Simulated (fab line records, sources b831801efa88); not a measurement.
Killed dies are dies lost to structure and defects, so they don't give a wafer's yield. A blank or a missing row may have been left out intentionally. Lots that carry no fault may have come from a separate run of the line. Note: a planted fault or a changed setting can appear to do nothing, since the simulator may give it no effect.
fab line records	flow sky130
record: lots: 11	wafers: 33	last_day: 50
route steps=708 shown SONOS_ONO@171 GATE_OXIDE@197 LDD_P@257
lots with no fault: from the same line, run without faults
start_h: hours from the record's opening day to when the first of the lot's shown wafers began	wait_h: hours since the lot's step before	" unchanged from the row above	L1.1+2: one row covering several wafers at once	- either no value or no given start	* or withheld: withheld	< > ~ a bound
route shown NAME@n: NAME is a module with steps in the file, n the number in the route of the first one	usual: mean/standard deviation of fault-free wafers	same: alike in all rows	chamber/n: place in a boat	sites: per-site readings	_std_site: the values' standard deviation	_edge_site: inner sites' mean taken away from outer sites' mean	radius_mm: for every site, how far away it sits from the centre of the wafer	mask NAME#n: copy n	behind: the tool/chamber that last shaped the wafer	hold: the reason the lot was held/the length of the hold in hours/how it ended	device: whichever transistor did not switch (one of n, p or np)	end of line: tests of these same wafers at the route's end	a step given without rows: its recipe and nothing more	killed: dies lost to structure and defects at the first sort, not the wafer's yield	map: the dies of a wafer, with x for killed, . for not killed, _ for no die there
set.NAME: the setting as run; set.NAME@STEP: as run at that earlier step	model.NAME: the simulator's own value behind a step, which no gauge read
one table for each step of the route and one row for each wafer, over a sample of lots
services: a tool's chamber out of use, with start hour (start_h, from the record's first day; less than 0 if before it), hours out, and reason
== steps ==
step: SKY_SONOS_ONO_THK_MEAS_03
recipe: reads: Si3N4_of_SONOS_ONO_CVD_02
usual: SONOS_ONO_CVD_02_THK: 10.51/0.15
lot.wafer	tool	chamber	start_h	wait_h	SONOS_ONO_CVD_02_THK[nm]
L640.1	film_metro-01	-	251.34	0.0	10.36
L640.5	"	-	"	"	10.16
L640.6	"	-	"	"	10.35
L642.1	film_metro-04	-	273.13	0.0	10.47
L642.4	"	-	"	"	10.41
L642.5	"	-	"	"	10.54
L644.1	film_metro-01	-	282.07	0.0	10.75
L644.3	"	-	"	"	10.77
L644.4	"	-	"	"	10.61
L646.1	film_metro-01	-	301.36	0.0	10.58
L646.3	"	-	"	"	10.59
L646.5	"	-	"	"	10.55
L647.2	film_metro-03	-	305.68	0.0	10.54
L647.3	"	-	"	"	10.57
L647.4	"	-	"	"	10.56
L648.2	film_metro-04	-	312.07	0.0	10.36
L648.4	"	-	"	"	10.48
L648.5	"	-	"	"	10.43
L650.1	film_metro-04	-	329.81	0.0	10.71
L650.3	"	-	"	"	10.69
L650.4	"	-	"	"	10.51
L651.3	film_metro-03	-	336.02	0.0	10.70
L651.4	"	-	"	"	10.68
L651.5	"	-	"	"	10.65
L658.1	film_metro-04	-	401.49	0.0	10.54
L658.2	"	-	"	"	10.56
L658.4	"	-	"	"	10.71
L661.1	film_metro-04	-	420.50	0.0	10.33
L661.2	"	-	"	"	10.37
L661.3	"	-	"	"	10.48
L662.2	film_metro-04	-	427.19	0.0	10.66
L662.3	"	-	"	"	10.57
L662.6	"	-	"	"	10.57
step: SKY_SONOS_ONO_STRIP_17
recipe: chemistry: O2/N2	power_w: 1400	pressure_mtorr: 1500	platen_temp_c: withheld	o2_flow_sccm: 3000	n2_flow_sccm: 300	overash_fraction: 0.5
usual: drypump_motor_current_A: 5.6/0.3	oes_product_au: 0.709/0.0043	strip_time_to_endpoint_s: 14.09/0.038
lot.wafer	tool	chamber	start_h	wait_h	drypump_motor_current_A	oes_product_au	rf_hours_counter_h	strip_time_to_endpoint_s
L640.1	plasma_asher-03	1	276.75	0.0	5.9	0.703	59	14.07
L640.5	"	1	"	"	5.9	0.707	-	14.08
L640.6	"	0	"	"	5.2	0.706	-	14.07
L642.1	plasma_asher-02	0	299.65	0.0	5.4	0.706	47	14.04
L642.4	"	0	"	"	5.3	0.705	-	14.12
L642.5	"	0	"	"	5.4	0.710	-	14.07
L644.1	plasma_asher-02	1	308.56	0.0	5.7	0.712	48	14.08
L644.3	"	1	"	"	5.7	0.709	-	14.12
L644.4	"	0	"	"	5.4	0.706	-	14.11
L646.1	plasma_asher-03	0	328.84	0.0	5.2	0.711	65	14.07
L646.3	"	1	"	"	5.9	0.705	-	14.04
L646.5	"	1	"	"	5.9	0.716	-	14.05
L647.2	plasma_asher-02	1	333.12	0.0	5.7	0.710	51	14.15
L647.3	"	1	"	"	5.7	0.706	-	14.12
L647.4	"	0	"	"	5.4	0.708	-	14.13
L648.2	plasma_asher-03	1	340.65	0.0	5.9	0.709	66	14.03
L648.4	"	0	"	"	5.2	0.710	-	14.05
L648.5	"	1	"	"	5.9	0.716	-	14.08
L650.1	plasma_asher-02	1	358.06	0.0	5.7	0.706	53	14.15
L650.3	"	0	"	"	5.4	0.706	-	14.16
L650.4	"	1	"	"	5.7	0.716	-	14.13
L651.3	plasma_asher-03	0	364.68	0.0	5.2	0.708	-	14.05
L651.4	"	1	"	"	5.9	0.706	-	14.05
L651.5	"	1	"	"	5.9	0.711	-	14.04
L658.1	plasma_asher-03	1	433.61	0.0	5.9	0.709	0	14.09
L658.2	"	0	"	"	5.2	0.718	0	14.09
L658.4	"	0	"	"	5.2	0.708	-	14.05
L661.1	plasma_asher-04	1	452.96	0.0	5.7	0.709	32	14.10
L661.2	"	0	"	"	6.1	0.703	32	14.10
L661.3	"	0	"	"	6.1	0.715	-	14.09
L662.2	plasma_asher-03	1	459.79	0.0	5.9	0.708	3	14.14
L662.3	"	0	"	"	5.2	0.707	-	14.13
L662.6	"	0	"	"	5.2	0.709	-	14.13
step: SKY_GATE_OXIDE_OVL_MEAS_10
usual: GATE_OXIDE_OVL: 0.5/1.1
lot.wafer	tool	chamber	start_h	wait_h	GATE_OXIDE_OVL[nm]
L640.1	overlay-01	-	304.76	0.1	-1.1
L640.5	"	-	"	"	-0.5
L640.6	"	-	"	"	0.3
L642.1	overlay-01	-	327.31	0.1	-0.6
L642.4	"	-	"	"	-0.7
L642.5	"	-	"	"	-0.6
L644.1	overlay-01	-	338.02	0.1	-1.5
L644.3	"	-	"	"	-1.6
L644.4	"	-	"	"	0.3
L646.1	overlay-01	-	358.48	0.1	1.3
L646.3	"	-	"	"	0.7
L646.5	"	-	"	"	3.3
L647.2	overlay-02	-	362.57	0.1	0.7
L647.3	"	-	"	"	2.0
L647.4	"	-	"	"	1.7
L648.2	overlay-01	-	370.59	0.1	1.0
L648.4	"	-	"	"	0.5
L648.5	"	-	"	"	0.8
L650.1	overlay-02	-	388.06	0.1	0.0
L650.3	"	-	"	"	0.8
L650.4	"	-	"	"	1.5
L651.3	overlay-01	-	394.78	0.1	-0.6
L651.4	"	-	"	"	1.0
L651.5	"	-	"	"	0.7
L658.1	overlay-02	-	467.33	0.1	-0.4
L658.2	"	-	"	"	-0.2
L658.4	"	-	"	"	-2.2
L661.1	overlay-02	-	484.93	0.1	-0.1
L661.2	"	-	"	"	-0.3
L661.3	"	-	"	"	0.8
L662.2	overlay-02	-	491.79	0.1	1.9
L662.3	"	-	"	"	2.5
L662.6	"	-	"	"	0.8
step: SKY_LDD_P_COAT_02
recipe: resist: NOVOLAK	spin_rpm: 3000	resist_thk_nm: 1140
usual: resist_line_temp_C: 23.00/0.11
lot.wafer	tool	chamber	start_h	wait_h	resist_line_temp_C
L640.1	litho_track-03	0	411.86	0.1	23.15
L640.5	"	0	"	"	22.75
L640.6	"	0	"	"	23.05
L642.1	litho_track-02	0	440.53	0.1	23.02
L642.4	"	0	"	"	23.20
L642.5	"	0	"	"	23.08
L644.1	litho_track-04	0	465.93	0.1	22.98
L644.3	"	0	"	"	22.84
L644.4	"	0	"	"	22.91
L646.1	litho_track-02	0	475.58	0.1	23.06
L646.3	"	0	"	"	23.05
L646.5	"	0	"	"	22.97
L647.2	litho_track-03	0	478.09	0.1	23.09
L647.3	"	0	"	"	23.02
L647.4	"	0	"	"	22.89
L648.2	litho_track-03	0	486.89	0.1	22.77
L648.4	"	0	"	"	23.01
L648.5	"	0	"	"	22.93
L650.1	litho_track-04	0	501.13	0.1	23.13
L650.3	"	0	"	"	23.05
L650.4	"	0	"	"	23.11
L651.3	litho_track-04	0	510.53	0.1	22.93
L651.4	"	0	"	"	23.13
L651.5	"	0	"	"	23.09
L658.1	litho_track-04	0	586.13	0.1	22.75
L658.2	"	0	"	"	22.89
L658.4	"	0	"	"	22.85
L661.1	litho_track-02	0	598.33	0.1	23.06
L661.2	"	0	"	"	22.92
L661.3	"	0	"	"	22.98
L662.2	litho_track-02	0	603.50	0.1	23.00
L662.3	"	0	"	"	23.08
L662.6	"	0	"	"	22.90
step: SKY_LDD_P_CD_MEAS_07
recipe: target_cd_nm: 380
usual: cd_nm: 379.6/2.3
lot.wafer	tool	chamber	start_h	wait_h	cd_nm
L640.1	cd_sem-02	-	426.88	0.1	375.6
L640.5	"	-	"	"	378.8
L640.6	"	-	"	"	375.7
L642.1	cd_sem-02	-	456.38	0.1	374.9
L642.4	"	-	"	"	375.0
L642.5	"	-	"	"	376.3
L644.1	cd_sem-02	-	481.98	0.1	381.3
L644.3	"	-	"	"	383.7
L644.4	"	-	"	"	380.1
L646.1	cd_sem-01	-	490.48	0.1	376.6
L646.3	"	-	"	"	376.6
L646.5	"	-	"	"	376.2
L647.2	cd_sem-01	-	492.93	0.1	382.6
L647.3	"	-	"	"	380.6
L647.4	"	-	"	"	380.2
L648.2	cd_sem-01	-	501.75	0.1	380.3
L648.4	"	-	"	"	378.9
L648.5	"	-	"	"	379.1
L650.1	cd_sem-01	-	516.83	0.1	374.5
L650.3	"	-	"	"	377.2
L650.4	"	-	"	"	377.6
L651.3	cd_sem-02	-	525.12	0.1	376.4
L651.4	"	-	"	"	374.6
L651.5	"	-	"	"	378.3
L658.1	cd_sem-02	-	601.03	0.1	381.0
L658.2	"	-	"	"	365.8
L658.4	"	-	"	"	379.9
L661.1	cd_sem-01	-	613.28	0.1	382.9
L661.2	"	-	"	"	383.8
L661.3	"	-	"	"	383.9
L662.2	cd_sem-02	-	617.58	0.1	379.5
L662.3	"	-	"	"	378.4
L662.6	"	-	"	"	379.1
step: SKY_LDD_P_STRIP_10
recipe: chemistry: O2/N2	power_w: 1400	pressure_mtorr: 1500	platen_temp_c: withheld	o2_flow_sccm: 3000	n2_flow_sccm: 300	overash_fraction: 0.5
usual: drypump_motor_current_A: 5.68/0.26	oes_product_au: 0.716/0.0045	strip_time_to_endpoint_s: 14.19/0.046
lot.wafer	tool	chamber	start_h	wait_h	drypump_motor_current_A	oes_product_au	rf_hours_counter_h	strip_time_to_endpoint_s
L640.1	plasma_asher-04	1	427.18	0.1	5.67	0.719	28	14.22
L640.5	"	0	"	"	6.08	0.714	-	14.25
L640.6	"	1	"	"	5.70	0.710	-	14.25
L642.1	plasma_asher-04	0	456.69	0.1	6.08	0.718	32	14.14
L642.4	"	1	"	"	5.71	0.718	-	14.19
L642.5	"	0	"	"	6.11	0.713	-	14.18
L644.1	plasma_asher-04	0	482.28	0.1	6.14	0.720	34	14.15
L644.3	"	0	"	"	6.12	0.722	-	14.13
L644.4	"	1	"	"	5.71	0.716	-	14.15
L646.1	plasma_asher-04	0	490.78	0.1	6.12	0.723	35	14.24
L646.3	"	1	"	"	5.72	0.718	-	14.18
L646.5	"	1	"	"	5.76	0.717	-	14.20
L647.2	plasma_asher-02	0	493.22	0.1	5.37	0.719	69	14.20
L647.3	"	0	"	"	5.38	0.720	-	14.23
L647.4	"	1	"	"	5.73	0.724	-	14.24
L648.2	plasma_asher-02	1	502.03	0.1	5.70	0.714	70	14.18
L648.4	"	0	"	"	5.37	0.712	-	14.19
L648.5	"	0	"	"	5.36	0.722	-	14.17
L650.1	plasma_asher-02	0	517.13	0.1	5.37	0.715	71	14.21
L650.3	"	1	"	"	5.69	0.722	-	14.23
L650.4	"	0	"	"	5.36	0.718	-	14.18
L651.3	plasma_asher-04	0	525.42	0.1	6.13	0.717	-	14.18
L651.4	"	1	"	"	5.66	0.722	-	14.17
L651.5	"	1	"	"	5.72	0.716	-	14.18
L658.1	plasma_asher-02	0	601.33	0.1	5.37	0.715	79	14.11
L658.2	"	1	"	"	5.71	0.709	79	16.01
L658.4	"	0	"	"	5.36	0.709	-	14.14
L661.1	plasma_asher-04	0	613.58	0.1	6.11	0.720	47	14.17
L661.2	"	1	"	"	5.68	0.713	47	14.22
L661.3	"	0	"	"	6.08	0.718	-	14.15
L662.2	plasma_asher-02	1	617.87	0.1	5.72	0.709	81	14.23
L662.3	"	1	"	"	5.72	0.705	-	14.18
L662.6	"	0	"	"	5.37	0.713	-	14.17
== services ==
tool	chamber	start_h	hours	kind
plasma_asher-04	-	308.16	14.6	pm
plasma_asher-04	-	397.59	2.8	pm
plasma_asher-04	-	419.93	4.8	repair
plasma_asher-03	-	421.25	9.0	pm
plasma_asher-03	0	421.25	9.0	vent_cycle
plasma_asher-03	1	421.25	9.0	vent_cycle
plasma_asher-03	0	430.25	-	clean
plasma_asher-03	1	430.25	-	clean
plasma_asher-04	-	499.83	2.5	repair
plasma_asher-02	-	612.07	2.8	pm
== key ==
first_sign: step: SKY_LDD_P_CD_MEAS_07	reading: cd_nm	direction: down	sigmas: 6.1	usual: 379.6	struck: 365.8
effect: step: SKY_LDD_P_STRIP_10	reading: strip_time_to_endpoint_s	direction: up	sigmas: 40	usual: *	struck: *
met_at SKY_LDD_P_COAT_02
struck_lots L658
struck_wafers L658.2
tester_left_out L658
not_acting_at SKY_SONOS_ONO_THK_MEAS_03,SKY_SONOS_ONO_STRIP_17,SKY_GATE_OXIDE_OVL_MEAS_10
onset_between 510.53 586.13
fault: kind: process_parameter_drift	tool: litho_track-04	chamber: -	onset_h: 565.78	steps: SKY_LDD_P_COAT_02	channel: resist_thk_nm	offset: 169.56	shape: step	end_h: 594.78	scope: struck_wafers_only	acts_in: these_recipes_only	stated: 1140
tester_left_out: of these lots the tester's yield and bins aren't shown, on N5 and GAA mostly nor the transistor test; their killed dies are dies lost to structure and defects alone, not to doping, threshold or leakage, so they don't give the yield
